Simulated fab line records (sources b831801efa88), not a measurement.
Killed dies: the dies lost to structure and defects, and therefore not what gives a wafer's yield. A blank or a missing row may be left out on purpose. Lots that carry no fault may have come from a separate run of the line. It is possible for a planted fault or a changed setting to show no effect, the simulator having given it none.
Which tool is to blame? | flow sky130 | 12 lots, 36 wafers sampled, at 1 step of a route of 708

WHAT THE GAUGES SHOWED, per wafer
SKY_FIELD_ISO_THK_MEAS_04.
lot  | measured    | on            | FIELD_ISO_CVD_03_THK (nm)
L075 | day 1 19:36 | film-metro-02 | 164.8 165.9 165.7
L077 | day 2 05:20 | film-metro-03 | 169.1 168.8 168.5
L079 | day 2 17:02 | film-metro-01 | 165.3 163.3 163.5
L081 | day 3 01:35 | film-metro-02 | 166.9 166.8 165.2
L083 | day 3 12:56 | film-metro-03 | 165.8 165.4 165.6
L085 | day 3 23:38 | film-metro-03 | 164.3 165.2 164.2
L087 | day 4 10:11 | film-metro-02 | 167.1 166.4 167.4
L089 | day 4 16:59 | film-metro-01 | 167.1 166.4 165.4
L091 | day 5 02:58 | film-metro-03 | 166.8 164.4 165.1
L093 | day 5 14:05 | film-metro-01 | 165.7 166.3 165.2
L095 | day 6 00:38 | film-metro-01 | 165.4 165.0 164.9
L097 | day 6 12:05 | film-metro-03 | 161.9 163.2 163.9

TOOL THAT RAN EACH LOT (tool first, then ch and the chambers of the sampled wafers, then the start)
Record: no process step prior to these readings.

THE ANSWER, worked out from the rows above alone
Rule: what is usual is taken from the lots themselves. The widest of any qualifying gaps counts: lots, ordered by their means at a reading, are off when they make up no more than a third of the lots, leave a main group of 4 or more, and stand apart from it by 3 or more times the standard deviation of that group's means. A main group is skipped when, at the precision printed for the reading in the tables above, its means are all equal. A lot without any number at a reading at which 4 lots or more have one is off too. Any other lot the step has rows for is counted as sound.
Across all readings shown, no lot is off: no conclusion can be drawn from this.

WHAT THE SIMULATOR HAD INSERTED
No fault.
